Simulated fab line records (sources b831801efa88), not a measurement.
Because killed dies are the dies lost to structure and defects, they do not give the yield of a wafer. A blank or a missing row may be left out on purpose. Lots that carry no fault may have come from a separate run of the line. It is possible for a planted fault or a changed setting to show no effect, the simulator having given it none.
Code-filled problem report in 8D (eight disciplines) form	flow gf180mcu	the parts of the form that need people (team, actions taken, sign-off) are left out

## 1. PROBLEM STATEMENT
Across 6 wafers from 2 lots, NSD_RS at GF_PSD_RS_MEAS_14 averages 59.51 ohm/sq, while fault-free wafers read 46.14 ohm/sq with a standard deviation of 0.12. That is +99 or more standard deviations from the usual mean.
The step: measures by four-point-probe.
First seen on wafer L512.2, day 17 20:07, on film_metro-04. At this step, 33 wafers from 11 lots have a number in the record. Rule for "out", or "out of limits": more than 4 standard deviations from the usual mean. The other wafers with a number count as sound.

## 2. WHAT IT IS; WHAT IT IS NOT
question	is	is not
which readings at this step	NSD_RS	-
which lots	L512, L513	L504, L505, L514, L516, L517, L522, L524, L525, L526
which wafers of those lots	all that have a number	-
read on which gauges	film_metro-02, film_metro-04	film_metro-03
when	from day 17 20:07	up to then (6 sound wafers); but 21 sound wafers of L514, L516, L517, L522, L524, L525, L526 came after

## 3. WHAT RULES OUT EACH SUSPECT
Counting: any tool at a process step up to the reading is kept as a suspect provided that every lot that is out went through it and no sound lot did after the first of them.
- the gauge at GF_PSD_RS_MEAS_14 has been ruled out. 2 gauges (film_metro-02, film_metro-04) read the wafers that are out.
- implanter-04 at GF_NSD_IMPLANT_09: ruled out as a lasting fault. The sound lots L525 went through it after L512, its earliest lot that is out (day 16 20:09).
- plasma_asher-01 at GF_NSD_STRIP_11 (strips in O2/N2): ruled out as a lasting fault. The sound lots L522, L524, L525 went through it after L512, its earliest lot that is out (day 16 20:26).
Left after counting: nothing in the record.

## 4. THE CAUSE (what the simulator had put in)
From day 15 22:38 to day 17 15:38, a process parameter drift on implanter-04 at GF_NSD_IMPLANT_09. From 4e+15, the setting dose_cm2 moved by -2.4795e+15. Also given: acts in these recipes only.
Counting ruled it out, wrongly: the rule takes a fault to strike every lot that its tool runs from its start on, and this one did not.

## 5. THE EFFECT CHAIN, in route order
Each row: a reading whose mean over the struck wafers that have a number lies more than 3 standard deviations from the usual. Readings are gone through only where the record gives a usual standard deviation; hours: the median, over the lots, of the time from a lot's start at the first step in this table giving one to that lot's start at this step; sigmas: the change measured in usual standard deviations.
hours	step	reading	usual	on struck wafers	change	sigmas
0	GF_NSD_IMPLANT_09	beam_on_s	18.4 s	9.9	-8.5	-6.1
0	GF_NSD_IMPLANT_09	dose_ions_cm2	4e+15	2e+15	-2e+15	-99 or more
0	GF_NSD_IMPLANT_09	faraday_current_uA	11953	8474	-3479	-4.0
0	GF_NSD_STRIP_11	oes_product_au	0.486 a.u.	0.533	+0.047	+11
0	GF_NSD_STRIP_11	strip_time_to_endpoint_s	22.96 s	19.38	-3.59	-85
24	GF_PSD_RS_MEAS_14	NSD_RS	46.14 ohm/sq	59.51	+13.37	+99 or more
Here are the process steps it includes:
- GF_NSD_IMPLANT_09
- GF_NSD_STRIP_11: strips in O2/N2.
Later steps that measure or inspect, where all struck wafers having a row at the step show a number for every such reading and not one has moved that far: GF_V1_OVL_MEAS_15, GF_M2_RS_MEAS_05.

## 6. HOW IT WOULD HAVE BEEN CAUGHT EARLIER
45 hours passed between the start of the fault at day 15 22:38 and the first reading out of limits at a measuring or inspecting step in this record, taken at day 17 20:07.
At GF_NSD_IMPLANT_09, the tool's own readings (beam_on_s, dose_ions_cm2) were out on each struck wafer the step has a row for, so an alarm limit on them would have fired on the first such wafer.
